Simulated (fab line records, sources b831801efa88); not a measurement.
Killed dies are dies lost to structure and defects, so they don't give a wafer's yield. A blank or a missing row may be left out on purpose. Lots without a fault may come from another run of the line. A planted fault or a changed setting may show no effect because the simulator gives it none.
Which tool did it? | flow sky130 | 24 lots, 72 wafers sampled, at 3 steps of a route of 708

WHAT THE GAUGES READ, wafer by wafer
SKY_VIA1_CD_MEAS_12: target cd 150 nm.
lot  | measured     | on        | cd_nm (nm)
L074 | day 34 06:41 | cd_sem-02 | 149.2 148.6 149.4
L075 | day 34 07:58 | cd_sem-02 | 148.7 148.1 149.3
L076 | day 34 10:44 | cd_sem-01 | 148.8 149.1 149.2
L077 | day 34 22:26 | cd_sem-01 | 151.1 150.3 152.3
L078 | day 35 06:16 | cd_sem-02 | 150.3 148.8 149.1
L079 | day 35 12:50 | cd_sem-01 | 150.0 150.2 148.7
L080 | day 35 18:08 | cd_sem-02 | 151.4 153.3 150.8
L081 | day 36 04:56 | cd_sem-01 | 153.8 153.4 151.0
L082 | day 36 12:46 | cd_sem-02 | 151.9 151.4 153.1
L083 | day 37 03:26 | cd_sem-02 | 149.4 151.5 150.6
L084 | day 37 03:26 | cd_sem-01 | 154.5 153.9 154.1
L085 | day 37 13:47 | cd_sem-01 | 150.4 150.5 150.9
L086 | day 37 19:14 | cd_sem-02 | 148.2 148.8 148.5
L087 | day 39 02:56 | cd_sem-02 | 149.6 150.8 150.9
L088 | day 39 03:52 | cd_sem-02 | 148.5 148.5 149.2
L089 | day 39 04:14 | cd_sem-02 | 150.4 150.3 150.4
L090 | day 39 04:34 | cd_sem-02 | 149.8 149.9 149.8
L091 | day 39 04:56 | cd_sem-02 | 147.6 150.0 147.5
L092 | day 39 07:40 | cd_sem-01 | 148.8 148.1 149.2
L093 | day 39 10:56 | cd_sem-02 | 149.8 149.0 149.5
L094 | day 39 20:05 | cd_sem-01 | 152.6 151.8 153.2
L095 | day 40 08:25 | cd_sem-01 | 149.7 149.9 149.6
L096 | day 40 19:02 | cd_sem-02 | 149.6 149.1 150.3
L097 | day 40 19:35 | cd_sem-01 | 151.8 151.1 151.5

SKY_METAL2_OVL_MEAS_16.
lot  | measured     | on         | METAL2_OVL (nm)
L074 | day 35 10:32 | overlay-02 | 3 9 9
L075 | day 35 11:57 | overlay-01 | 3 10 10
L076 | day 35 14:50 | overlay-01 | -5 0 2
L077 | day 36 02:23 | overlay-02 | -5 -6 -4
L078 | day 36 10:02 | overlay-02 | -1 4 2
L079 | day 36 16:45 | overlay-01 | 3 4 -5
L080 | day 36 22:06 | overlay-02 | -18 -13 -3
L081 | day 37 09:08 | overlay-02 | 0 2 -1
L082 | day 37 17:02 | overlay-02 | 3 -3 3
L083 | day 38 06:36 | overlay-01 | 14 -5 3
L084 | day 38 06:56 | overlay-01 | 2 1 0
L085 | day 38 16:58 | overlay-02 | 0 5 0
L086 | day 38 22:26 | overlay-01 | -5 -6 -4
L087 | day 40 05:20 | overlay-01 | -3 -4 6
L088 | day 40 06:29 | overlay-02 | 0 -5 3
L089 | day 40 06:50 | overlay-02 | 8 2 2
L090 | day 40 07:05 | overlay-02 | 5 -2 -3
L091 | day 40 07:26 | overlay-02 | -2 2 -6
L092 | day 40 10:11 | overlay-01 | -1 -3 10
L093 | day 40 13:08 | overlay-01 | 6 0 -7
L094 | day 40 22:45 | overlay-02 | 0 -6 -7
L095 | day 41 10:54 | overlay-02 | -3 3 0
L096 | day 41 19:53 | overlay-01 | -1 -5 -4
L097 | day 41 21:08 | overlay-02 | 2 1 2

WHICH TOOL RAN EACH LOT (tool, then ch and the chambers of the sampled wafers, then the start)
lot  | SKY_LI_CONTACT_SPUTTER_20
L074 | pvd_sputter-03, day 29 12:32
L075 | pvd_sputter-01, day 29 14:14
L076 | pvd_sputter-03, day 29 17:11
L077 | pvd_sputter-01, day 30 04:02
L078 | pvd_sputter-01, day 30 10:43
L079 | pvd_sputter-03, day 30 21:26
L080 | pvd_sputter-01, day 31 01:04
L081 | pvd_sputter-01, day 31 13:37
L082 | pvd_sputter-01, day 31 22:40
L083 | pvd_sputter-03, day 32 10:49
L084 | pvd_sputter-01, day 32 11:37
L085 | pvd_sputter-03, day 32 21:53
L086 | pvd_sputter-01, day 33 05:01
L087 | pvd_sputter-03, day 34 14:10
L088 | pvd_sputter-02, day 34 14:46
L089 | pvd_sputter-01, day 34 15:07
L090 | pvd_sputter-03, day 34 16:04
L091 | pvd_sputter-02, day 34 17:37
L092 | pvd_sputter-03, day 34 19:22
L093 | pvd_sputter-01, day 34 21:28
L094 | pvd_sputter-01, day 35 08:34
L095 | pvd_sputter-03, day 35 21:29
L096 | pvd_sputter-03, day 36 09:31
L097 | pvd_sputter-02, day 36 10:38
- SKY_LI_CONTACT_SPUTTER_20: material TiN, target thk 20 nm, time 80 s.

WHAT THE TOOLS THEMSELVES READ (means of the sampled wafers that have a number; where no wafer has one, the mark that the record gives instead)
SKY_LI_CONTACT_SPUTTER_20.
lot  | tool           | throttle_valve_pct (%)
L074 | pvd_sputter-03 | 30.4
L075 | pvd_sputter-01 | 29.7
L076 | pvd_sputter-03 | 30.3
L077 | pvd_sputter-01 | 30.0
L078 | pvd_sputter-01 | 30.3
L079 | pvd_sputter-03 | 30.4
L080 | pvd_sputter-01 | 29.8
L081 | pvd_sputter-01 | 30.2
L082 | pvd_sputter-01 | 29.7
L083 | pvd_sputter-03 | 30.5
L084 | pvd_sputter-01 | 30.2
L085 | pvd_sputter-03 | 30.3
L086 | pvd_sputter-01 | 29.6
L087 | pvd_sputter-03 | 30.5
L088 | pvd_sputter-02 | 29.5
L089 | pvd_sputter-01 | 30.1
L090 | pvd_sputter-03 | 30.4
L091 | pvd_sputter-02 | 29.6
L092 | pvd_sputter-03 | 30.3
L093 | pvd_sputter-01 | 30.1
L094 | pvd_sputter-01 | 30.1
L095 | pvd_sputter-03 | 30.3
L096 | pvd_sputter-03 | 30.3
L097 | pvd_sputter-02 | 28.9

THE ANSWER, worked out from the rows above alone
Rule: what is usual is taken from the lots themselves. Put in order of their means at a reading, lots are off if they are a third of the lots or fewer, leave a main group of 4 or more, and stand apart from it by a gap of 3 or more times the standard deviation of the main group's means; of several such gaps the widest counts. A main group whose means are all the same, to the digits that the tables above print for the reading, isn't used. A lot without any number at a reading at which 4 lots or more have one is off too. The other lots that the step has rows for count as sound. The gauges are gone through in route order, then the tools' own readings, and for those a lot's mean is taken as printed above. The first step at which some lot is off is used, and at that step the reading that is off furthest; a lot without a number counts as furthest.
No lot is off at any reading shown: from this, nothing can be told.

WHAT THE SIMULATOR HAD PUT IN
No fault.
